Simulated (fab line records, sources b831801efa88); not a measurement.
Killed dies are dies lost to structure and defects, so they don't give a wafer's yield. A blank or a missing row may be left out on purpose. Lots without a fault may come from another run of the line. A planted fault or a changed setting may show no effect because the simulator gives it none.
fab line records | flow sky130
record lots=11 wafers=31 last_day=50
route steps=708 shown LI_CONTACT@381 LOCAL_INTERCONNECT@387
lots that met no fault: from a run of the same line without faults
start_h: hours from the record's first day to the start of the lot's first wafer shown | wait_h: hours since the lot's step before | " the same as in the row above | L1.1+2: a row that stands for several wafers | - no value, or no start given | * or withheld: withheld | < > ~ a bound
route shown NAME@n: a module of which the file shows steps, and the number in the route of the first | usual: mean/standard deviation of fault-free wafers | same: alike in all rows | chamber/n: place in a boat | sites: the reading at each site | _std_site: their standard deviation | _edge_site: outer sites' mean less inner sites' | radius_mm: how far each site lies from the wafer's centre | mask NAME#n: copy n | behind: the tool/chamber that last shaped the wafer | hold: why the lot was held/for how many hours/how that ended | device: the transistor (n, p or np) that didn't switch | end of line: the same wafers' tests at the end of the route | a step without rows: its recipe alone | killed: dies lost to structure and defects at the first sort, not the wafer's yield | map: a wafer's dies, x killed, . not, _ none there
set.NAME: the setting as run; set.NAME@STEP: as run at that earlier step | model.NAME: the simulator's own value behind a step, which no gauge read
steps of the route over a sample of lots; a table a step, a row a wafer
services: from which hour (start_h, from the record's first day; less than 0 if before it) a tool's chamber was out of use, for how many hours, and why
## steps
# step SKY_LI_CONTACT_SPUTTER_19
# recipe material=Ti target_thk_nm=20 chamber_pressure_pa=5 power_w=2500 substrate_temp_c=200 time_s=106.37
# usual throttle_valve_pct=29.9/1.3
# columns lot.wafer tool chamber start_h wait_h throttle_valve_pct
L677.1 pvd_sputter-02 - 674.57 0.0 29.2
L677.4 " - " " 30.3
L677.5 " - " " 28.1
L679.2 pvd_sputter-04 - 701.01 0.0 28.3
L679.3 " - " " 31.8
L679.4 " - " " 28.7
L680.1 pvd_sputter-03 - 708.90 0.0 30.2
L680.3 " - " " 30.5
L680.5 " - " " 32.0
L681.2 pvd_sputter-03 - 711.11 0.0 29.5
L681.5 " - " " 31.8
L682.4 pvd_sputter-03 - 717.20 0.0 31.6
L682.5 " - " " 32.1
L693.2 pvd_sputter-03 - 805.65 0.0 29.6
L693.3 " - " " 30.0
L693.5 " - " " 29.5
L696.1 pvd_sputter-03 - 817.52 0.0 30.6
L696.5 " - " " 31.7
L696.6 " - " " 30.5
L697.1 pvd_sputter-04 - 823.64 0.0 28.6
L697.3 " - " " 28.0
L697.5 " - " " 31.8
L698.1 pvd_sputter-03 - 832.93 0.0 30.0
L698.4 " - " " 29.6
L698.5 " - " " 31.8
L699.2 pvd_sputter-04 - 833.92 0.0 29.2
L699.3 " - " " 28.7
L699.6 " - " " 28.1
L700.1 pvd_sputter-04 - 845.35 0.0 28.9
L700.3 " - " " 28.2
L700.6 " - " " 28.5
# step SKY_LI_CONTACT_CVD_21
# recipe material=W target_thk_nm=400 time_s=120.56 temp_c=400 pressure_torr=40
# usual chamber_pressure_Torr=40.01/0.081 heater_power_outer_w=540/37 heater_power_w=865/35
# columns lot.wafer tool chamber start_h wait_h chamber_pressure_Torr heater_power_outer_w heater_power_w
L677.1 cvd_w-02 1 674.71 0.0 39.95 564 858
L677.4 " 0 " " 39.98 520 871
L677.5 " 0 " " 39.90 524 887
L679.2 cvd_w-02 0 701.15 0.0 40.15 520 878
L679.3 " 0 " " 40.00 517 891
L679.4 " 1 " " 40.13 580 860
L680.1 cvd_w-01 0 709.04 0.0 40.10 492 804
L680.3 " 1 " " 40.04 563 909
L680.5 " 0 " " 40.14 498 829
L681.2 cvd_w-02 1 711.25 0.0 39.98 574 826
L681.5 " 1 " " 40.17 561 855
L682.4 cvd_w-02 1 717.38 0.1 39.96 555 874
L682.5 " 0 " " 39.97 505 897
L693.2 cvd_w-02 1 805.81 0.0 39.97 573 870
L693.3 " 1 " " 39.91 584 848
L693.5 " 1 " " 39.90 568 890
L696.1 cvd_w-02 1 817.66 0.0 40.08 571 886
L696.5 " 0 " " 39.99 506 891
L696.6 " 1 " " 40.14 572 881
L697.1 cvd_w-01 0 823.77 0.0 40.02 483 803
L697.3 " 0 " " 39.96 499 794
L697.5 " 1 " " 39.91 564 914
L698.1 cvd_w-02 1 833.07 0.0 39.99 580 865
L698.4 " 1 " " 40.10 563 877
L698.5 " 1 " " 40.00 581 876
L699.2 cvd_w-02 1 834.09 0.1 39.88 573 849
L699.3 " 1 " " 40.03 565 852
L699.6 " 1 " " 39.96 567 879
L700.1 cvd_w-01 0 845.49 0.0 39.88 482 804
L700.3 " 1 " " 40.05 576 918
L700.6 " 1 " " 40.13 569 910
# step SKY_LI_CONTACT_RS_MEAS_22
# recipe thk_meas_gauge=four-point-probe reads=W_of_LI_CONTACT_CVD_21+TiN_of_LI_CONTACT_SPUTTER_20+Ti_of_LI_CONTACT_SPUTTER_19
# usual LI_CONTACT_W_RS=0.2851/0.0029
# columns lot.wafer tool chamber start_h wait_h hold LI_CONTACT_W_RS[ohm/sq]
L677.1 film_metro-04 - 674.83 0.1 - 0.2831
L677.4 " - " " - 0.2849
L677.5 " - " " - 0.2779
L679.2 film_metro-01 - 701.30 0.1 await_dispo/0.2h/release 0.2541
L679.3 " - " " await_dispo/0.2h/release 0.2847
L679.4 " - " " await_dispo/0.2h/release 0.2839
L679.2 film_metro-01 - 701.74 0.4 - 0.2536
L679.3 " - " " - 0.2850
L679.4 " - " " - 0.2837
L680.1 film_metro-01 - 709.17 0.1 - 0.2826
L680.3 " - " " - 0.2852
L680.5 " - " " - 0.2833
L681.2 film_metro-04 - 711.40 0.1 await_dispo/0.2h/release 0.2523
L681.5 " - " " await_dispo/0.2h/release 0.2541
L681.2 film_metro-04 - 711.68 0.3 - 0.2528
L681.5 " - " " - 0.2539
L682.4 film_metro-02 - 717.52 0.1 await_dispo/0.2h/release 0.2818
L682.5 " - " " await_dispo/0.2h/release 0.2507
L682.4 film_metro-02 - 717.90 0.4 - 0.2822
L682.5 " - " " - 0.2504
L693.2 film_metro-02 - 805.95 0.1 - 0.2868
L693.3 " - " " - 0.2835
L693.5 " - " " - 0.2828
L696.1 film_metro-01 - 817.79 0.1 - 0.2880
L696.5 " - " " - 0.2896
L696.6 " - " " - 0.2912
L697.1 film_metro-04 - 823.90 0.1 - 0.2802
L697.3 " - " " - 0.2843
L697.5 " - " " - 0.2873
L698.1 film_metro-04 - 833.32 0.2 - 0.2859
L698.4 " - " " - 0.2878
L698.5 " - " " - 0.2843
L699.2 film_metro-04 - 834.32 0.2 - 0.2894
L699.3 " - " " - 0.2890
L699.6 " - " " - 0.2879
L700.1 film_metro-01 - 845.62 0.1 - 0.2805
L700.3 " - " " - 0.2814
L700.6 " - " " - 0.2818
# step SKY_LI_CONTACT_THK_MEAS_23
# recipe thk_meas_gauge=xrf reads=W_of_LI_CONTACT_CVD_21
# usual LI_CONTACT_W_THK=404/7.9
# columns lot.wafer tool chamber start_h wait_h hold LI_CONTACT_W_THK[nm]
L677.1 film_metro-04 - 674.95 0.1 - 398
L677.4 " - " " - 398
L677.5 " - " " - 407
L679.2 film_metro-01 - 704.52 2.8 await_dispo/0.2h/release 463
L679.3 " - " " await_dispo/0.2h/release 411
L679.4 " - " " await_dispo/0.2h/release 413
L679.2 film_metro-01 - 704.75 0.2 - 463
L679.3 " - " " - 411
L679.4 " - " " - 412
L680.1 film_metro-01 - 709.29 0.1 - 412
L680.3 " - " " - 411
L680.5 " - " " - 410
L681.2 film_metro-04 - 714.89 3.2 await_dispo/0.2h/release 451
L681.5 " - " " await_dispo/0.2h/release 447
L681.2 film_metro-04 - 715.11 0.2 - 449
L681.5 " - " " - 449
L682.4 film_metro-02 - 720.38 2.5 await_dispo/0.2h/release 408
L682.5 " - " " await_dispo/0.2h/release 458
L682.4 film_metro-02 - 720.61 0.2 - 406
L682.5 " - " " - 458
L693.2 film_metro-02 - 806.06 0.1 - 407
L693.3 " - " " - 409
L693.5 " - " " - 411
L696.1 film_metro-01 - 817.91 0.1 - 411
L696.5 " - " " - 405
L696.6 " - " " - 399
L697.1 film_metro-04 - 824.02 0.1 - 402
L697.3 " - " " - 400
L697.5 " - " " - 392
L698.1 film_metro-04 - 833.44 0.1 - 393
L698.4 " - " " - 390
L698.5 " - " " - 398
L699.2 film_metro-04 - 834.43 0.1 - 390
L699.3 " - " " - 391
L699.6 " - " " - 394
L700.1 film_metro-01 - 845.74 0.1 - 412
L700.3 " - " " - 406
L700.6 " - " " - 407
# step SKY_LI_CONTACT_CMP_24
# recipe stop_on=PSG t_overpolish_s=20 down_force_psi=3.5 platen_rpm=60 target_thk_nm=0 pad_velocity_m_s=0.94248
# usual motor_current_A=11.2/1.6 platen_rpm=60.00/0.041 slurry_flow_ml_min=150.0/0.47 time_to_endpoint_s=96/3.9
# columns lot.wafer tool chamber start_h wait_h hold motor_current_A platen_rpm slurry_flow_ml_min time_to_endpoint_s
L677.4 cmp-01 3 675.01 0.0 - 13.7 59.99 150.3 97
L677.1 " 1 " " - 11.3 59.97 150.1 98
L677.5 " 3 " " - 13.8 60.03 149.4 98
L680.1 cmp-02 1 709.35 0.1 - 11.0 60.07 150.4 95
L680.3 " 0 " " - 10.3 60.01 149.8 98
L680.5 " 1 " " - 11.7 60.03 150.0 95
L679.2 cmp-01 3 710.47 5.7 await_dispo/5.6h/release 14.3 60.00 150.8 110
L679.4 " 0 " " await_dispo/5.6h/release 9.7 60.02 150.4 96
L679.3 " 1 " " await_dispo/5.6h/release 10.4 60.14 150.2 103
L681.2 cmp-01 0 722.00 6.9 await_dispo/6.7h/release 9.2 59.95 150.1 110
L681.5 " 3 " " await_dispo/6.7h/release 13.8 59.92 150.0 106
L682.4 cmp-01 0 723.96 3.3 await_dispo/3.2h/release 9.1 59.99 150.2 92
L682.5 " 1 " " await_dispo/3.2h/release 11.3 60.01 149.9 111
L693.2 cmp-02 1 806.21 0.1 - 12.1 60.00 150.2 90
L693.3 " 2 " " - 13.9 59.93 150.2 95
L693.5 " 0 " " - 9.9 59.96 149.9 91
L696.1 cmp-02 3 818.12 0.2 - 9.1 60.01 150.0 86
L696.6 " 0 " " - 10.1 60.00 150.1 90
L696.5 " 1 " " - 12.2 59.96 150.2 87
L697.3 cmp-02 0 824.18 0.1 - 10.2 60.00 150.3 90
L697.1 " 1 " " - 11.6 59.94 150.1 92
L697.5 " 2 " " - 13.3 60.00 150.0 93
L698.4 cmp-01 3 833.50 0.0 - 14.0 59.99 150.1 94
L698.1 " 1 " " - 11.3 60.05 150.1 97
L698.5 " 0 " " - 9.5 59.99 150.4 95
L699.3 cmp-01 3 834.48 0.0 - 13.8 59.98 149.6 94
L699.2 " 0 " " - 8.9 60.00 149.9 90
L699.6 " 0 " " - 8.7 60.06 149.4 92
L700.1 cmp-01 1 845.85 0.1 - 11.0 60.05 150.4 103
L700.3 " 2 " " - 10.2 59.95 149.6 101
L700.6 " 0 " " - 9.6 59.94 149.6 95
# step SKY_LOCAL_INTERCONNECT_SPUTTER_00
# recipe material=TiN target_thk_nm=100 temp_c=300 power_w=6500 time_s=83.3 chamber_pressure_pa=0.4
# usual throttle_valve_pct=29.6/1.1
# columns lot.wafer tool chamber start_h wait_h throttle_valve_pct
L677.1 pvd_sputter-04 - 675.31 0.1 31.7
L677.4 " - " " 28.5
L677.5 " - " " 29.0
L680.1 pvd_sputter-02 - 709.65 0.2 29.3
L680.3 " - " " 30.0
L680.5 " - " " 29.1
L679.2 pvd_sputter-02 - 710.72 0.2 30.3
L679.3 " - " " 30.3
L679.4 " - " " 28.0
L681.2 pvd_sputter-01 - 722.20 0.1 30.3
L681.5 " - " " 30.5
L682.4 pvd_sputter-02 - 724.11 0.1 30.3
L682.5 " - " " 30.1
L693.2 pvd_sputter-02 - 806.41 0.1 30.3
L693.3 " - " " 30.4
L693.5 " - " " 29.2
L696.1 pvd_sputter-01 - 818.27 0.1 29.0
L696.5 " - " " 30.6
L696.6 " - " " 30.4
L697.1 pvd_sputter-01 - 824.38 0.1 30.3
L697.3 " - " " 30.9
L697.5 " - " " 29.0
L698.1 pvd_sputter-02 - 833.80 0.1 28.1
L698.4 " - " " 29.1
L698.5 " - " " 30.7
L699.2 pvd_sputter-02 - 834.78 0.2 28.9
L699.3 " - " " 28.2
L699.6 " - " " 30.2
L700.1 pvd_sputter-01 - 846.10 0.2 29.1
L700.3 " - " " 30.8
L700.6 " - " " 30.4
# step SKY_LOCAL_INTERCONNECT_CD_MEAS_11
# recipe target_cd_nm=170
# usual cd_nm=170.2/1.6
# columns lot.wafer tool chamber start_h wait_h cd_nm
L677.1 cd_sem-01 - 703.36 - 171.9
L677.4 " - " " 172.7
L677.5 " - " " 172.8
L679.2 cd_sem-02 - 729.86 - 168.3
L679.3 " - " " 169.3
L679.4 " - " " 170.8
L680.1 cd_sem-02 - 737.56 - 169.3
L680.3 " - " " 170.0
L680.5 " - " " 171.1
L681.2 cd_sem-02 - 740.20 - 168.7
L681.5 " - " " 168.5
L682.4 cd_sem-01 - 745.15 - 167.3
L682.5 " - " " 167.9
L693.2 cd_sem-02 - 832.13 - 171.7
L693.3 " - " " 170.0
L693.5 " - " " 171.3
L696.1 cd_sem-01 - 843.83 - 170.5
L696.5 " - " " 169.2
L696.6 " - " " 169.3
L697.1 cd_sem-02 - 850.21 - 169.2
L697.3 " - " " 170.5
L697.5 " - " " 170.8
L698.1 cd_sem-02 - 859.08 - 168.8
L698.4 " - " " 169.2
L698.5 " - " " 168.5
L699.2 cd_sem-02 - 860.05 - 166.6
L699.3 " - " " 167.2
L699.6 " - " " 167.1
L700.1 cd_sem-02 - 871.99 - 174.1
L700.3 " - " " 172.0
L700.6 " - " " 173.0
## services
# columns tool chamber start_h hours kind
cmp-01 - 655.98 2.1 repair
cmp-02 - 672.40 4.3 repair
cvd_w-02 - 676.30 2.8 pm
cvd_w-01 - 689.00 0.3 repair
cvd_w-02 - 692.08 0.7 repair
pvd_sputter-04 - 711.83 6.9 repair
cmp-02 - 713.04 6.6 pm
cmp-02 - 719.64 3.6 pm
cmp-02 - 726.72 1.1 repair
cmp-02 - 729.26 1.3 repair
cvd_w-01 - 736.57 6.9 pm
cmp-02 - 741.19 2.8 repair
pvd_sputter-02 - 742.55 5.8 repair
cmp-02 - 744.09 4.0 pm
cmp-01 - 746.49 0.5 repair
cmp-01 - 749.32 4.5 pm
cvd_w-02 0 756.93 6.5 repair
cvd_w-02 - 766.53 0.5 repair
pvd_sputter-01 - 768.45 2.1 repair
pvd_sputter-02 - 788.64 0.7 repair
pvd_sputter-02 - 796.09 1.0 repair
cmp-01 - 802.63 6.8 repair
pvd_sputter-03 - 806.96 1.1 repair
cvd_w-02 0 824.55 13.3 repair
## key
first_sign step=SKY_LI_CONTACT_RS_MEAS_22 reading=visit direction=added
effect step=SKY_LI_CONTACT_RS_MEAS_22 reading=LI_CONTACT_W_RS direction=down sigmas=11 usual=0.2851 struck=0.2528
effect step=SKY_LI_CONTACT_THK_MEAS_23 reading=visit direction=added
effect step=SKY_LI_CONTACT_THK_MEAS_23 reading=LI_CONTACT_W_THK direction=up sigmas=6.4 usual=404 struck=455
effect step=SKY_LI_CONTACT_CMP_24 reading=time_to_endpoint_s direction=up sigmas=3.4 usual=* struck=*
met_at SKY_LI_CONTACT_CVD_21
struck_lots L679,L681,L682
struck_wafers L679.2,L681.2,L681.5,L682.5
tester_left_out L679,L681,L682
not_acting_at SKY_LI_CONTACT_SPUTTER_19,SKY_LOCAL_INTERCONNECT_SPUTTER_00,SKY_LOCAL_INTERCONNECT_CD_MEAS_11
onset_between 674.71 701.15
fault kind=process_parameter_drift tool=cvd_w-02 chamber=- onset_h=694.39 steps=SKY_LI_CONTACT_CVD_21 channel=target_thk_nm offset=49.238 shape=step end_h=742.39 scope=struck_wafers_only acts_in=these_recipes_only stated=400
# tester_left_out: of these lots the tester's yield and bins aren't shown, on N5 and GAA mostly nor the transistor test; their killed dies are dies lost to structure and defects alone, not to doping, threshold or leakage, so they don't give the yield
